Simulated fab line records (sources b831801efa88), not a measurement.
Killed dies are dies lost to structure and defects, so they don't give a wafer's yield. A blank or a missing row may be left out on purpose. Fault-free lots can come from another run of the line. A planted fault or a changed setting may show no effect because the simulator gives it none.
What tool caused it? | flow sky130 | Sampling: 14 lots, 41 wafers, 4 of 708 route steps

## WHAT THE GAUGES SHOWED, per wafer
SKY_NWELL_THK_MEAS_02.
lot  | measured    | on           | NWELL_OXIDATION_THK (nm)
L366 | day 3 11:17 | filmMetro-03 | 9.61 9.63 9.96
L367 | day 3 23:49 | filmMetro-04 | 10.40 10.07 10.35
L368 | day 3 23:50 | filmMetro-03 | 10.03 10.12 10.10
L370 | day 4 08:20 | filmMetro-02 | 10.13 10.08 10.06
L372 | day 4 18:02 | filmMetro-02 | 10.04 10.02 10.19
L373 | day 4 23:49 | filmMetro-04 | 10.30 10.23 10.13
L374 | day 4 23:50 | filmMetro-02 | 10.03 9.87 9.92
L375 | day 5 04:01 | filmMetro-03 | 10.13 10.15 10.05
L378 | day 5 08:19 | filmMetro-04 | 10.48 10.48 10.49
L377 | day 5 08:19 | filmMetro-02 | 10.19 10.30
L379 | day 5 16:08 | filmMetro-04 | 10.16 10.21 10.31
L385 | day 6 19:50 | filmMetro-02 | 10.09 9.94 9.98
L386 | day 7 00:24 | filmMetro-02 | 9.98 9.98 9.84
L388 | day 7 13:28 | filmMetro-02 | 10.34 10.08 10.31

SKY_GATE_OXIDE_OVL_MEAS_10.
lot  | measured     | on         | GATE_OXIDE_OVL (nm)
L366 | day 15 00:03 | overlay-01 | -1.1 -0.3 -1.2
L367 | day 16 02:47 | overlay-01 | -0.4 -2.6 1.4
L368 | day 16 01:00 | overlay-02 | -2.7 -1.2 -1.3
L370 | day 16 18:30 | overlay-02 | -0.2 -0.3 -0.2
L372 | day 17 12:12 | overlay-02 | 0.3 -2.9 0.4
L373 | day 17 23:30 | overlay-02 | -2.0 0.3 -0.7
L374 | day 17 18:25 | overlay-01 | -0.3 -0.1 2.2
L375 | day 18 04:58 | overlay-02 | -1.3 0.6 0.1
L378 | day 18 11:23 | overlay-02 | 0.7 -1.4 -0.7
L377 | day 18 15:33 | overlay-02 | -1.0 1.5
L379 | day 19 09:15 | overlay-01 | 1.7 1.6 -0.5
L385 | day 21 00:06 | overlay-01 | -0.9 -0.5 1.4
L386 | day 21 09:45 | overlay-01 | -0.8 0.3 -0.6
L388 | day 22 01:38 | overlay-01 | -1.7 0.7 0.3

## EACH LOT AND THE TOOL THAT RAN IT (in order: tool; ch and the chambers of the sampled wafers; start)
lot  | SKY_VT_ADJUST_LVTN_STRIP_09         | SKY_SONOS_TUNNEL_SOFTBAKE_03
L366 | plasmaAsher-02 ch 1, day 7 22:17    | lithoTrack-04 ch 0, day 12 03:06
L367 | plasmaAsher-04 ch 0,1, day 8 17:38  | lithoTrack-01 ch 0, day 13 01:39
L368 | plasmaAsher-04 ch 0,1, day 8 14:35  | lithoTrack-01 ch 0, day 12 23:02
L370 | plasmaAsher-04 ch 0, day 9 05:26    | lithoTrack-01 ch 0, day 13 15:00
L372 | plasmaAsher-02 ch 0, day 9 18:08    | lithoTrack-04 ch 0, day 14 05:42
L373 | plasmaAsher-02 ch 0,1, day 10 02:29 | lithoTrack-02 ch 0, day 14 16:50
L374 | plasmaAsher-01 ch 0,1, day 9 23:58  | lithoTrack-04 ch 0, day 14 13:27
L375 | plasmaAsher-01 ch 0,1, day 10 07:13 | lithoTrack-02 ch 0, day 14 20:36
L378 | plasmaAsher-02 ch 0,1, day 10 11:41 | lithoTrack-02 ch 0, day 15 04:21
L377 | plasmaAsher-02 ch 0,1, day 10 13:20 | lithoTrack-02 ch 0, day 15 05:47
L379 | plasmaAsher-02 ch 0,1, day 10 21:35 | lithoTrack-02 ch 0, day 15 16:26
L385 | plasmaAsher-04 ch 1, day 12 06:38   | lithoTrack-04 ch 0, day 17 06:04
L386 | plasmaAsher-04 ch 0,1, day 12 14:38 | lithoTrack-01 ch 0, day 17 16:21
L388 | plasmaAsher-01 ch 0,1, day 13 06:56 | lithoTrack-01 ch 0, day 18 10:57
- SKY_VT_ADJUST_LVTN_STRIP_09: strips in O2/N2.
- SKY_SONOS_TUNNEL_SOFTBAKE_03: time 60 s.

## AS READ BY THE TOOLS THEMSELVES (means over the sampled wafers that have a number; for cases with no such wafer, the mark the record gives instead)
SKY_VT_ADJUST_LVTN_STRIP_09.
lot  | tool           | drypumpMotorCurrentA (A) | oesProductAu (a.u.) | stripTimeToEndpointS (s)
L366 | plasmaAsher-02 | 5.9                      | 0.723               | 36.90
L367 | plasmaAsher-04 | 5.5                      | 0.723               | 36.80
L368 | plasmaAsher-04 | 5.7                      | 0.722               | 37.19
L370 | plasmaAsher-04 | 5.2                      | 0.721               | 36.80
L372 | plasmaAsher-02 | 4.8                      | 0.719               | 36.81
L373 | plasmaAsher-02 | 5.2                      | 0.727               | 36.76
L374 | plasmaAsher-01 | 5.9                      | 0.723               | 37.03
L375 | plasmaAsher-01 | 5.9                      | 0.719               | 36.89
L378 | plasmaAsher-02 | 5.2                      | 0.725               | 37.11
L377 | plasmaAsher-02 | 5.3                      | 0.721               | 36.87
L379 | plasmaAsher-02 | 5.2                      | 0.717               | 36.92
L385 | plasmaAsher-04 | 6.0                      | 0.725               | 36.99
L386 | plasmaAsher-04 | 5.7                      | 0.714               | 36.79
L388 | plasmaAsher-01 | 5.6                      | 0.722               | 37.08

SKY_SONOS_TUNNEL_SOFTBAKE_03.
lot  | tool          | heaterPowerTotalW (W) | runLengthS (s)
L366 | lithoTrack-04 | 56.59                 | 89.14
L367 | lithoTrack-01 | 56.59                 | 89.12
L368 | lithoTrack-01 | 56.60                 | 89.04
L370 | lithoTrack-01 | 56.58                 | 89.19
L372 | lithoTrack-04 | 56.60                 | 89.01
L373 | lithoTrack-02 | 56.60                 | 89.12
L374 | lithoTrack-04 | 56.56                 | 89.23
L375 | lithoTrack-02 | 56.59                 | 89.07
L378 | lithoTrack-02 | 59.06                 | 82.15
L377 | lithoTrack-02 | 58.47                 | 83.84
L379 | lithoTrack-02 | 59.06                 | 82.10
L385 | lithoTrack-04 | 56.62                 | 89.08
L386 | lithoTrack-01 | 56.58                 | 89.13
L388 | lithoTrack-01 | 56.57                 | 89.14

## THE ANSWER, worked out from the rows above alone
Rule: the usual values come from the lots themselves. Put in order of their means at a reading, lots are off if they are a third of the lots or fewer, leave a main group of 4 or more, and stand apart from it by a gap of 3 or more times the standard deviation of the main group's means; of several such gaps the widest counts. A main group is skipped when, at the precision printed for the reading in the tables above, its means are all equal. Also off: a lot with no number at a reading for which 4 or more lots have one. Any other lot the step has rows for is counted as sound. Order of review: gauges by route order, followed by the tools' own readings, for which a lot's mean as printed above is used. At the first step where some lot is off, the reading lying furthest off is the one used; lots without a number count as furthest.
Off: L378, L377, L379, at SKY_SONOS_TUNNEL_SOFTBAKE_03 (heaterPowerTotalW). For the main group the mean is 56.59 W and the standard deviation 0.016.
If a tool, at that step or one of the process steps before it, ran each lot that is off and ran no sound lot following the first of them, it fits. This does not decide it: 2 tools fit, namely plasmaAsher-02 at SKY_VT_ADJUST_LVTN_STRIP_09 and lithoTrack-02 at SKY_SONOS_TUNNEL_SOFTBAKE_03.

## WHAT WAS PUT IN BY THE SIMULATOR
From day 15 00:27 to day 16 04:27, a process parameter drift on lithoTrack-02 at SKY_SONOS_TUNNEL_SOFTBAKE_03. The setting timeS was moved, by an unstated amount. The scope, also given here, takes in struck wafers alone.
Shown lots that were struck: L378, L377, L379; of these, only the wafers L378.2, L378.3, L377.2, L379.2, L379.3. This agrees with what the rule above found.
